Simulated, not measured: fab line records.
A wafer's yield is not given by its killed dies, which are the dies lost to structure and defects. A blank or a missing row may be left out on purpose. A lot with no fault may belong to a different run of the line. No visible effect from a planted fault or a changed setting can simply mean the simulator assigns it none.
Problem report, 8D (eight disciplines) form, completed by code || flow gf180mcu || the parts of the form that need people (team, actions taken, sign-off) are left out

1. WHAT IS WRONG
Wafers without a fault read 0.856 a.u. with a standard deviation of 0.0047, while oes product au at GF_V3_ETCH_17 averages 0.915 a.u. across 3 wafers of 1 lot. That is +12 standard deviations from the usual mean.
The step: etches SiO2 in C4F8/O2/Ar, stops on TiN, target depth 635 nm.
The step gives no start for some of these wafers. The record holds 36 wafers of 12 lots with a number at this step. By rule, "out" or "out of limits" means more than 4 standard deviations away from the usual mean. Any other wafer with a number is counted as sound.

2. WHAT IT IS AND WHAT IT IS NOT
{"question": "which readings at this step", "is": "oes product au", "is not": "-"}
{"question": "which lots", "is": "L578", "is not": "L569, L570, L572, L573, L579, L580, L586, L587, L589, L590, L591"}
{"question": "which wafers of those lots", "is": "all that have a number", "is not": "-"}
{"question": "read on which tools", "is": "rie diel-01", "is not": "rie diel-02, rie diel-04"}

3. SUSPECTS, AND WHAT RULES EACH OUT
Counting: any tool at a process step up to the reading is kept as a suspect provided that every lot that is out went through it and no sound lot did after the first of them.
- cmp-02 at GF_V3_CMP_04 (polishes SiO2): ruled out as a lasting fault. Sound lots L589, L590, L591 ran on it after its first lot that is out, L578 (day 25 02:38).
- rie diel-01 at GF_V3_ETCH_17 (etches SiO2 in C4F8/O2/Ar, stops on TiN, target depth 635 nm): ruled out as a lasting fault. Sound lots L579 ran on it after its first lot that is out, L578 (day 26 00:41). Because GF_V3_ETCH_17 lacks a start for some lots, the hours and order of its lots are taken from GF_V3_SPUTTER_21.
Left after counting: nothing in the record.

4. THE CAUSE (what the simulator had put in)
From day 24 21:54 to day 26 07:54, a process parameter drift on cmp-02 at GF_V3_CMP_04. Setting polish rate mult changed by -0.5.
It was ruled out by counting, in error; the rule expects a fault to strike all lots run on its tool from its start on, and this fault did not.

5. SEQUENCE OF EFFECTS, ordered by route
Each row: a reading where the mean over the struck wafers with a number is more than 3 standard deviations away from the usual. Scope: only readings with a usual standard deviation given in the record; hours: median across lots of the time from each lot's start at the first step in this table that gives one to its start at this step; sigmas: change in usual standard deviations.
{"hours": "-", "step": "GF_V3_ETCH_17", "reading": "oes product au", "usual": "0.856 a.u.", "on struck wafers": 0.915, "change": "+0.059", "sigmas": "+12"}
Process steps it contains:
- GF_V3_ETCH_17: etches SiO2 in C4F8/O2/Ar, stops on TiN, target depth 635 nm.

6. HOW IT WOULD HAVE BEEN CAUGHT EARLIER
No tool reading at GF_V3_CMP_04 that has a usual standard deviation in the record was out on any struck wafer, so an alarm limit of 4 standard deviations on those readings would not have fired.
